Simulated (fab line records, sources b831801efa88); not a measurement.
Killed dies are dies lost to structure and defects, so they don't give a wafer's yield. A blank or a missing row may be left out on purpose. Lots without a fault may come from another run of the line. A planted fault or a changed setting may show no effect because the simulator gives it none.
Which tool did it? | flow gf180mcu | 14 lots, 42 wafers sampled, at 5 steps of a route of 602

WHAT THE GAUGES READ, wafer by wafer
GF_HV_LDD_CD_MEAS_46: target cd 400 nm. Usual: cd_nm 400.1 nm, standard deviation 2.1.
lot  | measured     | on        | cd_nm (nm)                          | flag
L837 | day 12 12:25 | cd_sem-02 | 398.0 399.2 401.5                   |
L838 | day 12 19:42 | cd_sem-01 | 402.2 402.6 402.6                   |
L839 | day 13 07:29 | cd_sem-02 | 396.5 397.8 398.0                   |
L840 | day 13 15:22 | cd_sem-01 | 397.2 398.6 397.3                   |
L841 | day 13 19:08 | cd_sem-02 | 400.3 400.2 399.1                   |
L842 | day 14 07:34 | cd_sem-02 | 403.1 398.7 403.5                   |
L843 | day 14 15:04 | cd_sem-02 | 398.4 401.1 399.1                   |
L845 | day 15 07:21 | cd_sem-01 | 399.8 398.5 398.8                   |
L847 | day 15 22:58 | cd_sem-02 | 401.6 401.5 400.6                   |
L850 | day 17 02:22 | cd_sem-01 | 399.5 399.5 401.2                   |
L853 | day 18 00:57 | cd_sem-02 | 418.7 418.7 420.5 419.1 418.8 420.2 | OFF
L854 | day 18 09:15 | cd_sem-02 | 417.3 415.9 416.5 417.6 415.5 416.9 | OFF
L857 | day 19 12:30 | cd_sem-02 | 403.1 402.6 402.0                   |
L859 | day 20 00:16 | cd_sem-01 | 397.8 398.6 399.2                   |

GF_NSD_CD_MEAS_07: target cd 400 nm. Usual: cd_nm 399.2 nm, standard deviation 2.5.
lot  | measured     | on        | cd_nm (nm)        | flag
L837 | day 13 11:46 | cd_sem-01 | 401.1 400.7 399.6 |
L838 | day 13 18:48 | cd_sem-01 | 392.7 392.4 394.4 |
L839 | day 14 07:19 | cd_sem-02 | 397.8 398.0 396.7 |
L840 | day 14 15:39 | cd_sem-02 | 401.7 403.5 400.8 |
L841 | day 14 19:35 | cd_sem-02 | 398.5 401.9 401.3 |
L842 | day 15 07:40 | cd_sem-02 | 399.3 399.0 397.3 |
L843 | day 15 15:25 | cd_sem-01 | 394.6 395.1 397.7 |
L845 | day 16 08:45 | cd_sem-02 | 399.2 398.3 396.8 |
L847 | day 17 00:13 | cd_sem-02 | 400.3 400.2 399.1 |
L850 | day 18 04:29 | cd_sem-01 | 397.9 397.4 398.0 |
L853 | day 19 04:06 | cd_sem-02 | 398.9 398.7 401.1 |
L854 | day 19 12:36 | cd_sem-01 | 397.9 397.1 398.6 |
L857 | day 20 15:07 | cd_sem-02 | 398.8 398.0 398.0 |
L859 | day 21 03:55 | cd_sem-01 | 395.8 396.3 396.2 |

GF_V2_THK_MEAS_01. Usual: V2_CVD_00_THK 598 nm, standard deviation 5.3.
lot  | measured     | on            | V2_CVD_00_THK (nm) | flag
L837 | day 19 10:34 | film_metro-02 | 593 593 593        |
L838 | day 19 18:16 | film_metro-02 | 596 597 591        |
L839 | day 20 08:28 | film_metro-04 | 602 600 594        |
L840 | day 20 15:04 | film_metro-02 | 596 605 595        |
L841 | day 20 22:15 | film_metro-03 | 602 595 608        |
L842 | day 21 11:58 | film_metro-04 | 607 601 598        |
L843 | day 21 20:05 | film_metro-02 | 607 591 600        |
L845 | day 22 14:08 | film_metro-03 | 599 598 599        |
L847 | day 23 06:57 | film_metro-04 | 596 602 600        |
L850 | day 24 08:42 | film_metro-02 | 594 600 594        |
L853 | day 25 07:38 | film_metro-02 | 602 599 603        |
L854 | day 25 15:48 | film_metro-02 | 587 591 597        |
L857 | day 26 15:50 | film_metro-02 | 591 588 588        |
L859 | day 27 00:09 | film_metro-04 | 606 601 598        |

GF_V2_THK_MEAS_03. Usual: V2_CVD_02_THK 850 nm, standard deviation 9.5.
lot  | measured     | on            | V2_CVD_02_THK (nm) | flag
L837 | day 19 10:41 | film_metro-04 | 841 840 857        |
L838 | day 19 18:24 | film_metro-03 | 839 840 851        |
L839 | day 20 08:35 | film_metro-02 | 848 853 866        |
L840 | day 20 15:11 | film_metro-03 | 835 849 852        |
L841 | day 20 22:23 | film_metro-02 | 855 868 863        |
L842 | day 21 12:06 | film_metro-02 | 846 862 864        |
L843 | day 21 20:13 | film_metro-03 | 844 844 857        |
L845 | day 22 14:16 | film_metro-04 | 850 846 853        |
L847 | day 23 07:05 | film_metro-03 | 848 841 865        |
L850 | day 24 08:50 | film_metro-04 | 842 844 865        |
L853 | day 25 07:46 | film_metro-04 | 848 854 853        |
L854 | day 25 15:56 | film_metro-03 | 838 837 835        |
L857 | day 26 15:58 | film_metro-02 | 847 836 862        |
L859 | day 27 00:17 | film_metro-04 | 859 854 861        |

WHICH TOOL RAN EACH LOT (tool, then ch and the chambers of the sampled wafers, then the start)
lot  | GF_HV_LDD_EXPOSE_43
L837 | iline_stepper-01 ch 0, day 12 02:20
L838 | iline_stepper-02 ch 0, day 12 09:47
L839 | iline_stepper-02 ch 0, day 12 21:16
L840 | iline_stepper-01 ch 0, day 13 06:14
L841 | iline_stepper-02 ch 0, day 13 09:49
L842 | iline_stepper-02 ch 0, day 13 21:05
L843 | iline_stepper-02 ch 0, day 14 04:49
L845 | iline_stepper-01 ch 0, day 14 20:35
L847 | iline_stepper-01 ch 0, day 15 12:19
L850 | iline_stepper-02 ch 0, day 16 14:55
L853 | iline_stepper-02 ch 0, day 17 14:03
L854 | iline_stepper-02 ch 0, day 17 21:15
L857 | iline_stepper-01 ch 0, day 19 00:05
L859 | iline_stepper-01 ch 0, day 19 12:41
- GF_HV_LDD_EXPOSE_43: exposes mask Pplus HV AREA, target cd 400 nm.

WHAT THE TOOLS THEMSELVES READ (means of the sampled wafers that have a number; where no wafer has one, the mark that the record gives instead)
GF_HV_LDD_EXPOSE_43. Usual: exposure_dose_mJ_cm2 140.02, standard deviation 0.13.
lot  | tool             | exposure_dose_mJ_cm2 | flag
L837 | iline_stepper-01 | 140.04               |
L838 | iline_stepper-02 | 140.06               |
L839 | iline_stepper-02 | 140.06               |
L840 | iline_stepper-01 | 140.04               |
L841 | iline_stepper-02 | 139.94               |
L842 | iline_stepper-02 | 139.92               |
L843 | iline_stepper-02 | 139.99               |
L845 | iline_stepper-01 | 139.92               |
L847 | iline_stepper-01 | 139.96               |
L850 | iline_stepper-02 | 140.04               |
L853 | iline_stepper-02 | 148.88               | OFF
L854 | iline_stepper-02 | 148.98               | OFF
L857 | iline_stepper-01 | 140.19               |
L859 | iline_stepper-01 | 139.90               |

THE ANSWER, worked out from the rows above alone
Rule: a lot is off if the mean of its wafers that have a number lies more than 3 standard deviations from the usual mean. A lot without any number at a reading at which 4 lots or more have one is off too. The other lots that the step has rows for count as sound. The gauges are gone through in route order, then the tools' own readings, and for those a lot's mean is taken as printed above. The first step at which some lot is off is used, and at that step the reading that is off furthest; a lot without a number counts as furthest.
Off: L853, L854, at GF_HV_LDD_CD_MEAS_46 (cd_nm).
A tool fits if, at a process step before that reading, it ran every lot that is off, and no sound lot after the first of them. The gauges at GF_HV_LDD_CD_MEAS_46 aren't tried: what is off there is off at GF_HV_LDD_EXPOSE_43 too, on other tools, and a gauge's error can't cause that. One fits: iline_stepper-02 at GF_HV_LDD_EXPOSE_43. Its last sound lot is L850 (day 16 14:55), its first lot that is off L853 (day 17 14:03): a fault that began between those two fits.
The tool's own readings at GF_HV_LDD_EXPOSE_43 bear it out: on the lots that are off they differ by more than 5 times the standard deviation of the sound lots' means. exposure_dose_mJ_cm2 reads 148.93 there against 140.00 on the sound lots.

WHAT THE SIMULATOR HAD PUT IN
Process parameter drift: iline_stepper-02, from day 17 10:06 on, at GF_HV_LDD_EXPOSE_43. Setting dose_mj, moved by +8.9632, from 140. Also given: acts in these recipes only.
Lots struck among those shown: L853, L854. The rule above found the same.
